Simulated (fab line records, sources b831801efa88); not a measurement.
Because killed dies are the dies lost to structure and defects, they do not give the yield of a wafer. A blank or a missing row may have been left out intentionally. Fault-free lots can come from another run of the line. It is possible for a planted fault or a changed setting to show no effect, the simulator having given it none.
What tool caused it? + flow sky130 + 11 lots, 33 wafers sampled, at 1 step of a route of 708

== WHAT THE GAUGES SHOWED, per wafer ==
SKY_CONTACT_OVL_MEAS_15.
| lot  | measured     | on         | CONTACT_OVL (nm) |
|------|--------------|------------|------------------|
| L904 | day 31 09:07 | overlay-02 | 10 2 3           |
| L905 | day 31 19:34 | overlay-01 | 8 3 -8           |
| L907 | day 32 07:29 | overlay-02 | -3 -4 -8         |
| L915 | day 34 19:40 | overlay-01 | 5 8 7            |
| L917 | day 35 20:50 | overlay-02 | -2 3 -10         |
| L918 | day 36 03:16 | overlay-01 | 11 2 5           |
| L919 | day 37 20:56 | overlay-02 | 11 -5 10         |
| L922 | day 38 00:26 | overlay-02 | 14 4 12          |
| L923 | day 38 02:55 | overlay-02 | 3 -3 3           |
| L925 | day 38 04:14 | overlay-02 | -2 -6 -7         |
| L927 | day 38 16:08 | overlay-01 | 13 8 7           |

== TOOL THAT RAN EACH LOT (tool first, then ch and the chambers of the sampled wafers, then the start) ==
No process step before these readings appears in the record.

== THE ANSWER, worked out from the rows above alone ==
Rule: the usual values come from the lots themselves. The widest of any qualifying gaps counts: lots, ordered by their means at a reading, are off when they make up no more than a third of the lots, leave a main group of 4 or more, and stand apart from it by 3 or more times the standard deviation of that group's means. If all means in a main group match to the digits the tables above print for the reading, that group is not used. A lot without any number at a reading at which 4 lots or more have one is off too. Where the step has rows for the other lots, those lots are counted as sound.
Nothing can be told from this: no lot is off at any reading shown.

== WHAT WAS PUT IN BY THE SIMULATOR ==
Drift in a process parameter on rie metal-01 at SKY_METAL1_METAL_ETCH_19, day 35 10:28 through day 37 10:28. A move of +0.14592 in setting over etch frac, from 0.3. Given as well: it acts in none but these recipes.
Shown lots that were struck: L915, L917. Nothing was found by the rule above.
